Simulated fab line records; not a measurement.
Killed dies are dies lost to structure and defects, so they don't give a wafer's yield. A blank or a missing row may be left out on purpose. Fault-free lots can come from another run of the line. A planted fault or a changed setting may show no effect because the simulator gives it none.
What tool caused it?    flow sky130    24 lots, 72 wafers sampled, at 2 steps of a route of 708

WHAT THE GAUGES SHOWED, per wafer
SKY_VIA1_THK_MEAS_23: measures by xrf. Usual: VIA1_W_THK 273.4 nm, standard deviation 2.6.
lot   measured      on             VIA1_W_THK (nm)    flag
L074  day 33 23:28  film metro-01  272.1 270.9 273.4  
L075  day 34 07:02  film metro-01  275.0 278.3 272.1  
L076  day 34 10:57  film metro-01  274.1 273.9 276.6  
L077  day 34 20:24  film metro-04  271.4 273.1 273.7  
L078  day 35 10:46  film metro-04  275.1 274.8 272.9  
L079  day 35 13:45  film metro-02  276.2 275.4 276.6  
L080  day 36 04:40  film metro-01  277.2 273.5 272.8  
L081  day 36 07:50  film metro-02  272.5 272.2 276.0  
L082  day 36 12:37  film metro-02  270.2 275.8 273.6  
L083  day 37 03:25  film metro-01  273.0 273.5 271.7  
L084  day 37 12:12  film metro-04  274.7 277.4 273.7  
L085  day 37 14:36  film metro-02  267.4 265.1 271.0  
L086  day 38 00:08  film metro-04  275.0 273.9 275.6  
L087  day 38 07:37  film metro-04  273.3 281.2 272.2  
L088  day 38 11:04  film metro-02  266.6 270.6 271.4  
L089  day 38 22:27  film metro-01  269.2 270.1 272.4  
L090  day 39 07:10  film metro-02  268.4 269.8 271.2  
L092  day 39 17:26  film metro-04  272.9 273.0 271.9  
L091  day 39 21:04  film metro-04  273.8 276.3 274.0  
L093  day 40 01:10  film metro-01  271.1 273.5 274.9  
L094  day 40 05:55  film metro-01  275.1 276.7 276.1  
L095  day 40 12:49  film metro-02  272.8 274.1 275.3  
L096  day 40 18:16  film metro-01  276.8 273.9 272.9  
L097  day 41 00:20  film metro-04  275.8 276.8 276.2  

SKY_VIA2_CD_MEAS_12: the cd target is 200 nm. Usual: 200.3 nm for cd nm, sd 1.3.
lot   measured      on         cd nm (nm)         flag
L074  day 36 07:07  cd sem-01  201.5 200.4 200.6  
L075  day 36 13:07  cd sem-02  202.3 201.1 202.0  
L076  day 36 16:26  cd sem-02  198.8 198.2 199.1  
L077  day 37 02:26  cd sem-01  199.8 199.1 199.7  
L078  day 37 16:38  cd sem-02  200.5 200.7 200.4  
L079  day 37 19:44  cd sem-01  202.2 200.2 201.4  
L080  day 38 10:55  cd sem-01  201.0 200.5 200.6  
L081  day 38 12:23  cd sem-01  199.4 198.8 199.3  
L082  day 38 18:17  cd sem-02  201.7 201.3 201.6  
L083  day 39 08:23  cd sem-02  201.6 201.9 202.2  
L084  day 39 14:50  cd sem-01  199.1 200.7 200.9  
L085  day 39 18:14  cd sem-02  199.2 200.2 201.0  
L086  day 40 05:04  cd sem-02  200.9 199.6 200.8  
L087  day 40 10:35  cd sem-02  200.1 199.8 201.0  
L088  day 40 14:16  cd sem-02  197.9 197.6 198.0  
L089  day 41 00:39  cd sem-02  201.3 201.4 201.9  
L090  day 41 08:43  cd sem-02  199.9 200.5 198.9  
L092  day 41 19:17  cd sem-02  196.9 199.4 198.6  
L091  day 41 23:03  cd sem-01  202.0 202.5 201.0  
L093  day 42 03:20  cd sem-01  199.3 198.4 199.9  
L094  day 42 06:49  cd sem-01  198.6 199.3 199.2  
L095  day 42 14:25  cd sem-01  203.8 202.4 202.8  
L096  day 42 19:43  cd sem-01  199.2 200.3 200.5  
L097  day 43 02:05  cd sem-02  202.6 200.5 200.8  

WHAT TOOL EACH LOT RAN ON (gives the tool, then ch and the chambers of the sampled wafers, and finally the start)
No process step before these readings appears in the record.

WHAT THE TOOLS THEMSELVES READ (means of the sampled wafers that have a number; where no wafer has one, the mark that the record gives instead)
The record holds no such reading with a usual standard deviation.

THE ANSWER, worked out from the rows above alone
Rule: a lot counts as off when the mean over its wafers that have a number is more than 3 standard deviations away from the usual mean. A lot without any number at a reading at which 4 lots or more have one is off too. All remaining lots with rows at the step are treated as sound. The gauges are gone through in route order, then the tools' own readings, and for those a lot's mean is taken as printed above. At the first step where some lot is off, the reading lying furthest off is the one used; lots without a number count as furthest.
Nothing can be told from this: no lot is off at any reading shown.

WHAT THE SIMULATOR HAD PUT IN
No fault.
